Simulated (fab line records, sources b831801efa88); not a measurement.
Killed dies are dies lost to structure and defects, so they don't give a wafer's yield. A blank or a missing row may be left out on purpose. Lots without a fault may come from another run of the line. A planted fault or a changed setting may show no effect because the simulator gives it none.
One fault seen from 2 desks | flow sfq_line | each desk has only its own numbers; what lay behind them comes last

THE TOOL OWNER'S DESK: pecvd-04
The tool's own readings at SFQ_TRILAYER_I7_DEP_PECVD_183 (deposits SiO2 from SiH4/N2O, time 111.11 s, target thk 500 nm): means of the sampled wafers that have a number, for each lot that ran on this tool. A lot is out of limits, marked OUT, if its mean lies more than 4 standard deviations from the usual mean; the brackets give that distance.
Columns: A = heater_power_w at SFQ_TRILAYER_I7_DEP_PECVD_183, usual 79 W; B = rf_fwd_power_W at SFQ_TRILAYER_I7_DEP_PECVD_183, usual 182.3 W; C = throttle_valve_pct at SFQ_TRILAYER_I7_DEP_PECVD_183, usual 24.5 %
lot  | first seen here | A  | B               | C
L520 | day 64 13:49    | 72 | 182.9           | 23.4
L521 | day 65 15:01    | 82 | 182.9           | 23.6
L531 | day 67 01:44    | 84 | 172.8 (-14) OUT | 23.9
L541 | day 72 15:42    | 74 | 182.8           | 23.8
This desk's finding: out of limits on L531; first on L531, day 67 01:44 (rf_fwd_power_W at SFQ_TRILAYER_I7_DEP_PECVD_183). In limits: L520, L521, L541.

THE METROLOGY DESK
What the gauges read, lot by lot, whatever tool the lot ran on: means of the sampled wafers that have a number. A lot is out of limits, marked OUT, if its mean lies more than 4 standard deviations from the usual mean; the brackets give that distance.
Columns: A = L0_MONX_KI_RS at SFQ_L0_RS_MEAS_901, usual 43.3 ohm/sq
lot  | first seen here | A
L518 | day 1 12:36     | 43.6
L519 | day 1 17:37     | 43.5
L520 | day 1 22:34     | 42.9
L521 | day 2 03:34     | 43.0
L527 | day 3 09:34     | 42.7
L531 | day 4 05:35     | 42.9
L532 | day 4 10:35     | 43.8
L533 | day 4 15:34     | 43.5
L535 | day 5 01:34     | 42.7
L537 | day 5 11:35     | 43.1
L539 | day 5 21:34     | 43.0
L540 | day 6 02:34     | 43.2
L541 | day 6 07:34     | 42.9
This desk's finding: nothing out of limits on any of the 13 lots.

PUT TOGETHER
The tool owner's desk could have raised an alarm at day 67 01:44, on L531.
The metrology desk saw nothing out of limits.
The metrology desk has L531 on record, within its limits.
Of the lots named, all ran SFQ_TRILAYER_I7_DEP_PECVD_183 on pecvd-04.

WHAT THE SIMULATOR HAD PUT IN
Process parameter drift: pecvd-04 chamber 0, from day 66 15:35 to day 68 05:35, at SFQ_TRILAYER_I7_DEP_PECVD_183. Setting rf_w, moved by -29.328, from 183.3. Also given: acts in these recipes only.
Lots struck among those shown: L531.
Hours from the fault's start to each desk's first reading out of limits: the tool owner's desk, 10.
